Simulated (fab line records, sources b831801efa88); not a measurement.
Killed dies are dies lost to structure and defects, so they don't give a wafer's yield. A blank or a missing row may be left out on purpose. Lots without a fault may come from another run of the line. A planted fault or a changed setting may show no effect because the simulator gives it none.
Split-lot experiment | flow sky130 | 5 lots, 23 wafers read, on a route of 708 steps

THE SPLIT
At SKY_POLY_GATE_CVD_03 (deposits Si3N4 from DCS/NH3, target thk 75 nm, time 1290 s), the setting pressure_mtorr was moved away from the recipe's 250 mTorr on 10 of the 23 wafers read, by -4.8% to +10.8%. The other wafers ran this setting at the recipe's value.

The reading is taken at the split's own step.

THE READING
Si3N4_of_POLY_GATE_CVD_03.thk_nm (the simulator's own value, which no gauge read), in nm, at SKY_POLY_GATE_CVD_03 (deposits Si3N4 from DCS/NH3, target thk 75 nm, time 1290 s). The file gives no usual value for it. The 13 wafers here that ran the recipe average 74.92 nm, standard deviation 0.31 nm.

wafer  | tool, chamber at the split | pressure_mtorr as run, mTorr | against the recipe | Si3N4_of_POLY_GATE_CVD_03.thk_nm, nm | against lot-mates on the recipe
L079.1 | -, -                       | 237.9                        | -4.8%              | 74.39                                | no lot-mate on the recipe
L079.2 | -, -                       | 237.9                        | -4.8%              | 74.1                                 | no lot-mate on the recipe
L079.3 | -, -                       | 237.9                        | -4.8%              | 74.21                                | no lot-mate on the recipe
L079.4 | -, -                       | 237.9                        | -4.8%              | 75.1                                 | no lot-mate on the recipe
L079.6 | -, -                       | 237.9                        | -4.8%              | 74.43                                | no lot-mate on the recipe
L080.1 | -, -                       | 250                          | recipe             | 75.62                                | -
L080.2 | -, -                       | 250                          | recipe             | 74.53                                | -
L080.4 | -, -                       | 250                          | recipe             | 75                                   | -
L080.5 | -, -                       | 250                          | recipe             | 75.14                                | -
L080.6 | -, -                       | 250                          | recipe             | 75.22                                | -
L081.1 | lpcvd-02, 0                | 250                          | recipe             | 75.09                                | -
L081.2 | lpcvd-02, 0                | 250                          | recipe             | 74.99                                | -
L081.3 | lpcvd-02, 0                | 250                          | recipe             | 74.59                                | -
L084.2 | -, -                       | 250                          | recipe             | 74.84                                | -
L084.3 | -, -                       | 250                          | recipe             | 74.74                                | -
L084.4 | -, -                       | 250                          | recipe             | 74.71                                | -
L084.5 | -, -                       | 250                          | recipe             | 74.48                                | -
L084.6 | -, -                       | 250                          | recipe             | 74.99                                | -
L085.1 | -, -                       | 277.1                        | +10.8%             | 77.44                                | no lot-mate on the recipe
L085.2 | -, -                       | 277.1                        | +10.8%             | 76.85                                | no lot-mate on the recipe
L085.3 | -, -                       | 277.1                        | +10.8%             | 77.47                                | no lot-mate on the recipe
L085.5 | -, -                       | 277.1                        | +10.8%             | 77.53                                | no lot-mate on the recipe
L085.6 | -, -                       | 277.1                        | +10.8%             | 77.64                                | no lot-mate on the recipe

THE FIT
A straight line over all 23 wafers: Si3N4_of_POLY_GATE_CVD_03.thk_nm changes by +0.199 nm for each +1% of pressure_mtorr; r = +0.94; the points scatter about the line by 0.39 nm.
Too few moved wafers have a lot-mate on the recipe to fit a line with each lot's own level taken away.

THE FILE'S OWN FIT
Si3N4_of_POLY_GATE_CVD_03.thk_nm changes by +0.199 nm for each +1% of pressure_mtorr, r = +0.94.
